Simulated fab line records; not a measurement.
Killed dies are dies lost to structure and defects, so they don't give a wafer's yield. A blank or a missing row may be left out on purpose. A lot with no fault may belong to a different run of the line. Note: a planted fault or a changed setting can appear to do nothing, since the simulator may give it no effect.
Matching of chambers :: flow sky130 :: 4 sister chambers for SKY_CONTACT_CMP_04 on cmp-02
The step polishes SiO2. 4 wafers are shown with their chamber, then 9 later ones without.

WAFERS PAIRED WITH THEIR CHAMBERS
wafer: L878.2
chamber: 0
motorCurrentA (A): 10.0

wafer: L879.2
chamber: 1
motorCurrentA (A): 12.1

wafer: L880.3
chamber: 3
motorCurrentA (A): 11.1

wafer: L880.5
chamber: 2
motorCurrentA (A): 10.3

WAFERS WITHOUT THEIR CHAMBER
wafer: L881.3
motorCurrentA (A): 10.2

wafer: L881.4
motorCurrentA (A): 10.9

wafer: L881.6
motorCurrentA (A): 10.3

wafer: L882.2
motorCurrentA (A): 9.6

wafer: L882.3
motorCurrentA (A): 11.1

wafer: L882.5
motorCurrentA (A): 10.3

wafer: L883.4
motorCurrentA (A): 10.1

wafer: L883.5
motorCurrentA (A): 10.8

wafer: L883.6
motorCurrentA (A): 10.2

EACH ONE'S CHAMBER
wafer: L881.3
from the rows above: can't be placed: 2 or 0
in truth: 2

wafer: L881.4
from the rows above: 3
in truth: 3

wafer: L881.6
from the rows above: can't be placed: 2 or 0
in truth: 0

wafer: L882.2
from the rows above: can't be placed: 0 or 2
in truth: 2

wafer: L882.3
from the rows above: 3
in truth: 3

wafer: L882.5
from the rows above: can't be placed: 2 or 0
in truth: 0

wafer: L883.4
from the rows above: can't be placed: 0 or 2
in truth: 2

wafer: L883.5
from the rows above: can't be placed: 3 or 2
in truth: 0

wafer: L883.6
from the rows above: can't be placed: 2 or 0
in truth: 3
Correctly placed: 2 of 9. Unplaceable from these rows: 7, with the true chamber sitting among the candidates in 5. Placed wrongly: 0.
How it was worked out, from the rows above alone: a wafer's distance from a chamber is the root of the sum, over the readings, of the square of ((its reading less the chamber's mean) divided by the reading's scatter). If the next closest chamber is less than 2 further off than the closest, the wafer can't be placed; otherwise it belongs to the closest. A chamber's mean is the mean of its shown wafers. The scatter (one wafer shown for each chamber): square how far every hidden wafer sits from the nearest shown wafer, average those squares and take the square root.
